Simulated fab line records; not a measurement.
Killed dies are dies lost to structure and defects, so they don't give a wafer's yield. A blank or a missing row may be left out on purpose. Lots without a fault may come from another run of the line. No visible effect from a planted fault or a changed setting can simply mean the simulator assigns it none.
Which tool is to blame? + flow gf180mcu + 11 lots, 33 wafers sampled, at 5 steps of a route of 602

== WHAT THE GAUGES SHOWED, per wafer ==
GF_VT_IMPLANT_TW_MEAS_32. Usual: VT_IMPLANT_3_TW typically reads 266.5, with standard deviation 2.8.
| lot  | measured     | on           | VT_IMPLANT_3_TW   | flag |
|------|--------------|--------------|-------------------|------|
| L918 | day 6 20:50  | filmMetro-03 | 264.1 264.3 263.8 |      |
| L919 | day 7 06:14  | filmMetro-01 | 271.8 271.0 270.3 |      |
| L920 | day 7 11:41  | filmMetro-04 | 263.9 264.1 264.9 |      |
| L921 | day 7 16:56  | filmMetro-04 | 262.2 262.6 263.3 |      |
| L923 | day 8 09:12  | filmMetro-03 | 265.2 264.4 263.8 |      |
| L927 | day 9 09:55  | filmMetro-04 | 267.1 266.9 268.6 |      |
| L930 | day 10 02:23 | filmMetro-04 | 265.7 264.4 264.6 |      |
| L931 | day 10 10:01 | filmMetro-04 | 29.8 29.6 29.5    | OFF  |
| L936 | day 11 18:55 | filmMetro-01 | 272.0 270.6 271.8 |      |
| L939 | day 12 15:55 | filmMetro-01 | 270.0 269.2 270.0 |      |
| L941 | day 13 07:52 | filmMetro-04 | 263.7 265.6 265.7 |      |

== WHICH TOOL RAN EACH LOT (tool, then ch and the chambers of the sampled wafers, then the start) ==
| lot  | GF_LVPWELL_STRIP_10                | GF_MVSD_STRIP_10                    | GF_VT_IMPLANT_STRIP_20              | GF_VT_IMPLANT_STRIP_31              |
|------|------------------------------------|-------------------------------------|-------------------------------------|-------------------------------------|
| L918 | plasmaAsher-02 ch 0,1, day 3 19:46 | plasmaAsher-04 ch 0,1, day 4 10:13  | plasmaAsher-04 ch 0,1, day 6 05:38  | plasmaAsher-03 ch 0,1, day 6 20:44  |
| L919 | plasmaAsher-04 ch 0,1, day 4 04:23 | plasmaAsher-03 ch 0,1, day 4 17:41  | plasmaAsher-02 ch 0,1, day 6 14:14  | plasmaAsher-04 ch 0,1, day 7 06:08  |
| L920 | plasmaAsher-04 ch 0,1, day 4 09:29 | plasmaAsher-04 ch 0,1, day 4 23:35  | plasmaAsher-04 ch 0,1, day 6 20:43  | plasmaAsher-03 ch 0,1, day 7 11:35  |
| L921 | plasmaAsher-01 ch 0,1, day 4 12:29 | plasmaAsher-04 ch 0,1, day 5 03:13  | plasmaAsher-04 ch 0,1, day 7 00:50  | plasmaAsher-03 ch 0,1, day 7 16:49  |
| L923 | plasmaAsher-02 ch 0,1, day 5 03:34 | plasmaAsher-03 ch 0,1, day 5 18:22  | plasmaAsher-02 ch 0,1, day 7 16:58  | plasmaAsher-03 ch 0,1, day 8 09:07  |
| L927 | plasmaAsher-02 ch 0,1, day 6 00:43 | plasmaAsher-03 ch 0,1, day 6 15:46  | plasmaAsher-02 ch 0,1, day 8 16:43  | plasmaAsher-03 ch 0,1, day 9 09:49  |
| L930 | plasmaAsher-01 ch 0,1, day 6 16:07 | plasmaAsher-04 ch 0,1, day 7 07:35  | plasmaAsher-04 ch 0,1, day 9 08:38  | plasmaAsher-04 ch 0, day 10 02:16   |
| L931 | plasmaAsher-01 ch 1, day 6 22:47   | plasmaAsher-03 ch 0, day 7 14:38    | plasmaAsher-02 ch 0,1, day 9 15:55  | plasmaAsher-02 ch 0,1, day 10 09:55 |
| L936 | plasmaAsher-04 ch 0,1, day 8 01:56 | plasmaAsher-04 ch 0,1, day 8 18:38  | plasmaAsher-04 ch 0,1, day 11 00:13 | plasmaAsher-03 ch 0,1, day 11 18:49 |
| L939 | plasmaAsher-02 ch 0,1, day 8 19:22 | plasmaAsher-03 ch 0,1, day 9 13:01  | plasmaAsher-03 ch 0,1, day 11 20:11 | plasmaAsher-03 ch 0,1, day 12 15:49 |
| L941 | plasmaAsher-02 ch 0,1, day 9 09:40 | plasmaAsher-03 ch 0,1, day 10 03:46 | plasmaAsher-03 ch 0,1, day 12 12:20 | plasmaAsher-04 ch 0,1, day 13 07:46 |
- GF_LVPWELL_STRIP_10: strips in O2/N2.
- GF_MVSD_STRIP_10: strips in O2/N2.
- GF_VT_IMPLANT_STRIP_20: strips in O2/N2.
- GF_VT_IMPLANT_STRIP_31: strips in O2/N2.

== AS READ BY THE TOOLS THEMSELVES (means over the sampled wafers that have a number; for cases with no such wafer, the mark the record gives instead) ==
GF_LVPWELL_STRIP_10. Usual: drypumpMotorCurrentA 5.6 A, standard deviation 0.42; heaterPowerW 324 W, standard deviation 53; oesProductAu 0.722 a.u., standard deviation 0.0041; stripTimeToEndpointS 36.93 s, standard deviation 0.088.
| lot  | tool           | drypumpMotorCurrentA (A) | heaterPowerW (W) | oesProductAu (a.u.) | stripTimeToEndpointS (s) | flag |
|------|----------------|--------------------------|------------------|---------------------|--------------------------|------|
| L918 | plasmaAsher-02 | 5.6                      | 372              | 0.720               | 36.88                    |      |
| L919 | plasmaAsher-04 | 5.6                      | 318              | 0.724               | 36.86                    |      |
| L920 | plasmaAsher-04 | 6.0                      | 304              | 0.724               | 36.89                    |      |
| L921 | plasmaAsher-01 | 5.2                      | 315              | 0.721               | 37.05                    |      |
| L923 | plasmaAsher-02 | 5.6                      | 370              | 0.723               | 36.84                    |      |
| L927 | plasmaAsher-02 | 5.5                      | 372              | 0.725               | 37.09                    |      |
| L930 | plasmaAsher-01 | 5.2                      | 324              | 0.723               | 37.00                    |      |
| L931 | plasmaAsher-01 | 5.0                      | 346              | 0.723               | 36.94                    |      |
| L936 | plasmaAsher-04 | 6.0                      | 307              | 0.724               | 36.98                    |      |
| L939 | plasmaAsher-02 | 5.5                      | 374              | 0.725               | 36.94                    |      |
| L941 | plasmaAsher-02 | 5.7                      | 327              | 0.725               | 36.99                    |      |

GF_MVSD_STRIP_10. Usual: drypumpMotorCurrentA 6.0 A, standard deviation 0.51; heaterPowerW 309 W, standard deviation 41; oesProductAu 0.722 a.u., standard deviation 0.0045; stripTimeToEndpointS 36.95 s, standard deviation 0.093.
| lot  | tool           | drypumpMotorCurrentA (A) | heaterPowerW (W) | oesProductAu (a.u.) | stripTimeToEndpointS (s) | flag |
|------|----------------|--------------------------|------------------|---------------------|--------------------------|------|
| L918 | plasmaAsher-04 | 6.0                      | 306              | 0.723               | 36.94                    |      |
| L919 | plasmaAsher-03 | 6.4                      | 329              | 0.722               | 37.04                    |      |
| L920 | plasmaAsher-04 | 5.6                      | 316              | 0.726               | 37.07                    |      |
| L921 | plasmaAsher-04 | 5.6                      | 311              | 0.725               | 37.03                    |      |
| L923 | plasmaAsher-03 | 6.4                      | 325              | 0.722               | 37.00                    |      |
| L927 | plasmaAsher-03 | 6.3                      | 284              | 0.719               | 36.99                    |      |
| L930 | plasmaAsher-04 | 5.6                      | 314              | 0.725               | 36.94                    |      |
| L931 | plasmaAsher-03 | 6.2                      | 251              | 0.723               | 36.89                    |      |
| L936 | plasmaAsher-04 | 5.6                      | 312              | 0.721               | 36.96                    |      |
| L939 | plasmaAsher-03 | 6.4                      | 323              | 0.723               | 36.90                    |      |
| L941 | plasmaAsher-03 | 6.3                      | 291              | 0.720               | 36.80                    |      |

GF_VT_IMPLANT_STRIP_20. Usual: drypumpMotorCurrentA 5.9 A, standard deviation 0.46; heaterPowerW 320 W, standard deviation 55; oesProductAu 0.716 a.u., standard deviation 0.0043; stripTimeToEndpointS 12.64 s, standard deviation 0.036.
| lot  | tool           | drypumpMotorCurrentA (A) | heaterPowerW (W) | oesProductAu (a.u.) | stripTimeToEndpointS (s) | flag |
|------|----------------|--------------------------|------------------|---------------------|--------------------------|------|
| L918 | plasmaAsher-04 | 5.9                      | 305              | 0.716               | 12.65                    |      |
| L919 | plasmaAsher-02 | 5.7                      | 319              | 0.713               | 12.63                    |      |
| L920 | plasmaAsher-04 | 5.6                      | 318              | 0.713               | 12.61                    |      |
| L921 | plasmaAsher-04 | 5.6                      | 315              | 0.714               | 12.58                    |      |
| L923 | plasmaAsher-02 | 5.7                      | 318              | 0.716               | 12.62                    |      |
| L927 | plasmaAsher-02 | 5.7                      | 318              | 0.715               | 12.63                    |      |
| L930 | plasmaAsher-04 | 6.0                      | 309              | 0.718               | 12.66                    |      |
| L931 | plasmaAsher-02 | 5.6                      | 370              | 0.936               | -                        | OFF  |
| L936 | plasmaAsher-04 | 6.0                      | 306              | 0.718               | 12.68                    |      |
| L939 | plasmaAsher-03 | 6.3                      | 287              | 0.718               | 12.67                    |      |
| L941 | plasmaAsher-03 | 6.4                      | 324              | 0.714               | 12.67                    |      |

GF_VT_IMPLANT_STRIP_31. Usual: drypumpMotorCurrentA 6.1 A, standard deviation 0.43; heaterPowerW 313 W, standard deviation 53; oesProductAu 0.715 a.u., standard deviation 0.0046; stripTimeToEndpointS 12.63 s, standard deviation 0.038.
| lot  | tool           | drypumpMotorCurrentA (A) | heaterPowerW (W) | oesProductAu (a.u.) | stripTimeToEndpointS (s) | flag |
|------|----------------|--------------------------|------------------|---------------------|--------------------------|------|
| L918 | plasmaAsher-03 | 6.4                      | 330              | 0.717               | 12.64                    |      |
| L919 | plasmaAsher-04 | 5.6                      | 310              | 0.713               | 12.59                    |      |
| L920 | plasmaAsher-03 | 6.4                      | 324              | 0.710               | 12.64                    |      |
| L921 | plasmaAsher-03 | 6.4                      | 330              | 0.714               | 12.63                    |      |
| L923 | plasmaAsher-03 | 6.4                      | 328              | 0.717               | 12.65                    |      |
| L927 | plasmaAsher-03 | 6.3                      | 287              | 0.717               | 12.60                    |      |
| L930 | plasmaAsher-04 | 6.3                      | 301              | 0.718               | 12.68                    |      |
| L931 | plasmaAsher-02 | 5.7                      | 323              | 0.714               | 17.59                    | OFF  |
| L936 | plasmaAsher-03 | 6.4                      | 328              | 0.717               | 12.68                    |      |
| L939 | plasmaAsher-03 | 6.3                      | 288              | 0.717               | 12.65                    |      |
| L941 | plasmaAsher-04 | 5.6                      | 314              | 0.716               | 12.65                    |      |

== THE ANSWER, worked out from the rows above alone ==
Rule: a lot is off if the mean of its wafers that have a number lies more than 3 standard deviations from the usual mean. Also off: a lot with no number at a reading for which 4 or more lots have one. The other lots that the step has rows for count as sound. First the gauges in route order, then the tools' own readings, where a lot's mean is used as printed above. The first step at which some lot is off is used, and at that step the reading that is off furthest; a lot without a number counts as furthest.
Off: L931, at GF_VT_IMPLANT_TW_MEAS_32 (VT_IMPLANT_3_TW).
If a tool, at a process step before that reading, ran all the lots that are off and no sound lot after the first of them, it fits. Not tried: the gauges at GF_VT_IMPLANT_TW_MEAS_32; whatever is off there is also off at GF_VT_IMPLANT_STRIP_20, on other tools, and gauge error can't account for it. Can't be told from this: 2 tools fit, plasmaAsher-01 at GF_LVPWELL_STRIP_10, plasmaAsher-02 at GF_VT_IMPLANT_STRIP_20 and GF_VT_IMPLANT_STRIP_31.

== WHAT HAD BEEN PUT IN BY THE SIMULATOR ==
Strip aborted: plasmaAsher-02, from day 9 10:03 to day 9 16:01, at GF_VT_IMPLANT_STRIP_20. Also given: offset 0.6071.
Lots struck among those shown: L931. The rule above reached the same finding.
